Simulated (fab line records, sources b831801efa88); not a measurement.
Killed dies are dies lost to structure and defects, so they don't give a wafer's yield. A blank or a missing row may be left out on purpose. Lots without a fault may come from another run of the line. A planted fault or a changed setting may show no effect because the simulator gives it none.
Split-lot experiment | flow sfq_line | 5 lots, 23 wafers read, on a route of 325 steps

THE SPLIT
At SFQ_TRILAYER_M4_LITHO_EXPOSE_094 (exposes mask M4, target cd 500 nm), the setting dose_mj was moved away from the recipe's 14.4 on 8 of the 23 wafers read, by -5.4% to +1.9%. The other wafers ran this setting at the recipe's value.

FROM THE SPLIT TO THE READING: what the file shows between them, 2 steps
- SFQ_TRILAYER_M4_LITHO_PEB_096: peb time 60 s
- SFQ_TRILAYER_M4_LITHO_DEVELOP_095: time 60 s

THE READING
M4.cd_nm (the simulator's own value, which no gauge read), in nm, at SFQ_TRILAYER_M4_BARC_OPEN_METAL_ETCH_123 (etches BARC in O2, target depth 125 nm, time 41.7 s). The file gives no usual value for it. The 15 wafers here that ran the recipe average 500.4 nm, standard deviation 0.88 nm.

wafer  | tool, chamber at the split | dose_mj as run | against the recipe | M4.cd_nm, nm | against lot-mates on the recipe
L074.1 | krf_scanner-02, 0          | 14.4           | recipe             | 500.5        | -
L074.2 | krf_scanner-02, 0          | 14.4           | recipe             | 502.1        | -
L074.3 | krf_scanner-02, 0          | 14.68          | +1.9%              | 497.7        | -3.6
L074.5 | krf_scanner-02, 0          | 14.68          | +1.9%              | 498.1        | -3.2
L074.6 | krf_scanner-02, 0          | 14.4           | recipe             | 501.4        | -
L077.2 | krf_scanner-02, 0          | 13.62          | -5.4%              | 510.3        | +9.7
L077.3 | krf_scanner-02, 0          | 13.62          | -5.4%              | 508.6        | +8.0
L077.4 | krf_scanner-02, 0          | 13.62          | -5.4%              | 509.9        | +9.2
L077.5 | krf_scanner-02, 0          | 14.4           | recipe             | 501.6        | -
L077.6 | krf_scanner-02, 0          | 14.4           | recipe             | 499.7        | -
L081.1 | krf_scanner-02, 0          | 14.4           | recipe             | 501.2        | -
L081.2 | krf_scanner-02, 0          | 14.4           | recipe             | 500          | -
L081.3 | krf_scanner-02, 0          | 14.4           | recipe             | 500          | -
L081.4 | krf_scanner-02, 0          | 14.4           | recipe             | 499.3        | -
L081.5 | krf_scanner-02, 0          | 14.4           | recipe             | 499.6        | -
L082.2 | krf_scanner-02, 0          | 14.4           | recipe             | 500.1        | -
L082.3 | krf_scanner-02, 0          | 14.4           | recipe             | 499          | -
L082.4 | krf_scanner-02, 0          | 14.4           | recipe             | 501          | -
L085.1 | krf_scanner-02, 0          | 13.7           | -4.9%              | 509.7        | +9.7
L085.2 | krf_scanner-02, 0          | 13.7           | -4.9%              | 507.7        | +7.7
L085.3 | krf_scanner-02, 0          | 13.7           | -4.9%              | 507.5        | +7.5
L085.5 | krf_scanner-02, 0          | 14.4           | recipe             | 500.3        | -
L085.6 | krf_scanner-02, 0          | 14.4           | recipe             | 499.6        | -

THE FIT
A straight line over all 23 wafers: M4.cd_nm changes by -1.64 nm for each +1% of dose_mj; r = -0.98; the points scatter about the line by 0.91 nm.
The same after taking each lot's own level away (the mean of its wafers on the recipe; 23 wafers): -1.69 nm for each +1%; r = -0.98; scatter 0.76 nm.
On that fit, the largest move of dose_mj shifts the reading by 9.1 nm.
The lots' own levels span 499.95 to 501.33 nm, that is 1.6 times the standard deviation above.
So the lot-to-lot level changes the slope little: the two slopes agree.
Check: with one of the wafers moved furthest among these (-5.4%) left out of the fit, the line predicts +9.01 nm for it against its lot-mates. It came out at +9.65 nm against them.

OTHER SPLITS ON THESE WAFERS
These wafers also went through other splits before the reading. Each is held against what the fit with the lots' levels taken away leaves over:
other split on the same wafers                      | wafers away from the commonest value | r with M4.cd_nm (lot level and that fit taken away)
SFQ_TRILAYER_I1_VIA_BARC_OPEN_VIA_ETCH_071 source_w | 10                                   | -0.34
SFQ_TRILAYER_M2_LITHO_COAT_062 resist_thk_nm        | 9                                    | +0.07
SFQ_TRILAYER_M2_LITHO_PEB_060 peb_time_s            | 4                                    | -0.15
SFQ_TRILAYER_M2_ETCH_METAL_ETCH_060 time_s          | 8                                    | +0.21
SFQ_TRILAYER_M3_LITHO_COAT_080 resist_thk_nm        | 8                                    | +0.03
SFQ_TRILAYER_M3_LITHO_COAT_075 spin_rpm             | 8                                    | -0.28
SFQ_TRILAYER_M3_BARC_OPEN_METAL_ETCH_100 icp_w      | 5                                    | +0.19
SFQ_TRILAYER_I3_VIA_LITHO_COAT_085 resist_thk_nm    | 5                                    | -0.08
SFQ_TRILAYER_I3_VIA_LITHO_PEB_088 peb_temp_c        | 9                                    | +0.11
SFQ_TRILAYER_M4_LITHO_COAT_098 spin_rpm             | 7                                    | +0.04

THE FILE'S OWN FIT
M4.cd_nm changes by -1.69 nm for each +1% of dose_mj, r = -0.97.
